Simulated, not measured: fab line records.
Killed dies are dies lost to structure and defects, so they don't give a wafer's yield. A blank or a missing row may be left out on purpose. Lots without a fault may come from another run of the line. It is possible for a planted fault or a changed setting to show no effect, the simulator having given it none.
8D (eight disciplines) problem report, filled in by code || flow sky130 || the parts of the form that need people (team, actions taken, sign-off) are left out

1. WHAT IS WRONG
VIA4_HDPCVD_THK at SKY_VIA4_THK_MEAS_01 reads a mean of 2069 nm on 1 wafer of 1 lot; wafers without a fault read 1749 nm with a standard deviation of 19. That puts it +17 standard deviations away from the usual mean.
The first sign was on wafer L878.5 at day 45 19:50, on film-metro-02. The record has a number at this step for 33 wafers belonging to 11 lots. By rule, "out" or "out of limits" means more than 4 standard deviations away from the usual mean. Any other wafer with a number is counted as sound.

2. WHAT THIS IS AND IS NOT
{"question": "which readings at this step", "is": "VIA4_HDPCVD_THK", "is not": "-"}
{"question": "which lots", "is": "L878", "is not": "L865, L866, L867, L868, L869, L870, L872, L880, L882, L884"}
{"question": "which wafers of those lots", "is": "L878.5", "is not": "L878.3, L878.4"}
{"question": "read on which gauges", "is": "film-metro-02", "is not": "film-metro-01, film-metro-04"}
{"question": "when", "is": "from day 45 19:50", "is not": "up to then (23 sound wafers); but 9 sound wafers of L880, L882, L884 came after"}

3. THE SUSPECTS, EACH WITH WHAT RULES IT OUT
Counting: if a tool at a process step up to the reading ran every lot that is out, it stays a suspect. Sound lots after the first of them don't rule it out here, since some wafers of a struck lot are sound.
- the gauge at SKY_VIA4_THK_MEAS_01 is ruled out. All the wafers that are out were read on film-metro-02, but those of them that SKY_VIA4_HDPCVD_00 has rows for are out there too, on other tools.
- rie-diel-02 at SKY_CONTACT_ETCH_18 (etches Si3N4 in CHF3/O2, stops on TiN, time 39 s, target depth 75 nm): kept. L878, the lot that is out, went through it at day 36 10:21; up to then, the latest sound lot through it was L868 at day 33 09:30. SKY_CONTACT_ETCH_18 gives no start for some lots, so the hours and the order of its lots are those of SKY_METAL1_SPUTTER_03.
- pvd-sputter-02 at SKY_METAL1_SPUTTER_03 (material Ti, target thk 5 nm, time 3.3 s): kept. L878, the lot that is out, went through it at day 36 10:21; up to then, the latest sound lot through it was L868 at day 33 09:30.
- pvd-sputter-01 at SKY_VIA1_SPUTTER_20 (material TiN, target thk 20 nm, time 80 s): kept. L878, the lot that is out, went through it at day 38 15:32; up to then, the latest sound lot through it was L870 at day 35 18:19.
- hdpcvd-01 at SKY_VIA4_HDPCVD_00 (deposits SiO2, target thk 1750 nm, time 291.7 s): kept. L878, the lot that is out, went through it at day 45 19:38; up to then, the latest sound lot through it was L872 at day 44 04:37. Its own sih4-flow-sccm readings are out on those wafers.
- Within hdpcvd-01 at SKY_VIA4_HDPCVD_00, the wafers that are out were processed in chamber 2 and their sound lot-mates in chamber 0.
Left after counting: rie-diel-02 at SKY_CONTACT_ETCH_18, pvd-sputter-02 at SKY_METAL1_SPUTTER_03, pvd-sputter-01 at SKY_VIA1_SPUTTER_20, hdpcvd-01 at SKY_VIA4_HDPCVD_00.

4. THE CAUSE (what the simulator had put in)
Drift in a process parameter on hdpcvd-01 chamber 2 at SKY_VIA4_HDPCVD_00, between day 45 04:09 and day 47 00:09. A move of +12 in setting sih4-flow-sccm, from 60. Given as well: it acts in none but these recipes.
After counting, 4 suspects remain, this tool included.

5. THE CHAIN OF EFFECTS, in route order
Each row: a reading where the mean over the struck wafers with a number is more than 3 standard deviations away from the usual. Only readings whose record carries a usual standard deviation are examined. hours: median over the lots of the time between each lot's start at the first step of this table that gives one and its start at this step. sigmas: the change, counted in usual standard deviations.
{"hours": 0, "step": "SKY_VIA4_HDPCVD_00", "reading": "sih4-flow-sccm", "usual": "60.01 sccm", "on struck wafers": 71.82, "change": "+11.81", "sigmas": "+66"}
{"hours": 0, "step": "SKY_VIA4_THK_MEAS_01", "reading": "VIA4_HDPCVD_THK", "usual": "1749 nm", "on struck wafers": 2069, "change": "+320", "sigmas": "+17"}
The process steps in it:
- SKY_VIA4_HDPCVD_00: deposits SiO2, target thk 1750 nm, time 291.7 s.

6. HOW IT WOULD HAVE BEEN CAUGHT EARLIER
In this record the first reading out of limits at a measuring or inspecting step was taken at day 45 19:50, 16 hours after the fault began at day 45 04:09.
The tool's own readings at SKY_VIA4_HDPCVD_00 were out on every struck wafer that the step has a row for (sih4-flow-sccm): an alarm limit on them would have fired on the first of those.
All the lots that are out (1) had begun SKY_VIA4_HDPCVD_00 on hdpcvd-01 by day 45 19:50. A hold on the tool at that time would have spared none of them.
